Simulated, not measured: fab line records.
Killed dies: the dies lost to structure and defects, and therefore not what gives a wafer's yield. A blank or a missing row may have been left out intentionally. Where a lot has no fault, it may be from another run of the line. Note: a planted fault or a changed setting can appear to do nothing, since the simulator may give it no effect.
Which tool did it? ; flow gf180mcu ; 6 lots with 18 wafers sampled at 3 steps, on a route of 602 steps

## WHAT EACH GAUGE READ, for each wafer
GF_V2_CD_MEAS_14: target cd 260 nm.
lot;measured;on;cdNm (nm)
L147;day 21 09:38;cdSem-02;259.5 259.7 259.0
L149;day 21 18:06;cdSem-02;261.0 260.0 259.2
L154;day 23 00:29;cdSem-01;258.8 259.0 258.1
L161;day 25 10:01;cdSem-02;261.7 263.2 261.3
L164;day 26 13:52;cdSem-01;260.9 261.5 260.7
L167;day 27 14:13;cdSem-01;260.6 259.7 259.4

## WHICH TOOL RAN EACH LOT (tool, then ch and the chambers of the sampled wafers, then the start)
lot;GF_M2_SPUTTER_02;GF_M2_SPUTTER_04
L147;pvdSputter-04, day 19 07:19;pvdSputter-04, day 19 07:22
L149;pvdSputter-04, day 19 16:50;pvdSputter-04, day 19 16:53
L154;pvdSputter-01, day 21 00:29;pvdSputter-01, day 21 00:32
L161;pvdSputter-04, day 23 12:25;pvdSputter-04, day 23 12:28
L164;pvdSputter-01, day 24 16:57;pvdSputter-01, day 24 17:00
L167;pvdSputter-01, day 25 19:01;pvdSputter-01, day 25 19:05
- GF_M2_SPUTTER_02: material AlCu, target thk 450 nm, time 23.9 s.
- GF_M2_SPUTTER_04: material TiN, target thk 50 nm, time 41.7 s.

## THE ANSWER, worked out from the rows above alone
Rule: the usual values come from the lots themselves. The widest of any qualifying gaps counts: lots, ordered by their means at a reading, are off when they make up no more than a third of the lots, leave a main group of 4 or more, and stand apart from it by 3 or more times the standard deviation of that group's means. A main group whose means are all the same, to the digits that the tables above print for the reading, isn't used. A lot without any number at a reading at which 4 lots or more have one is off too. Any other lot the step has rows for is counted as sound.
Across all readings shown, no lot is off: no conclusion can be drawn from this.

## WHAT THE SIMULATOR HAD PUT IN
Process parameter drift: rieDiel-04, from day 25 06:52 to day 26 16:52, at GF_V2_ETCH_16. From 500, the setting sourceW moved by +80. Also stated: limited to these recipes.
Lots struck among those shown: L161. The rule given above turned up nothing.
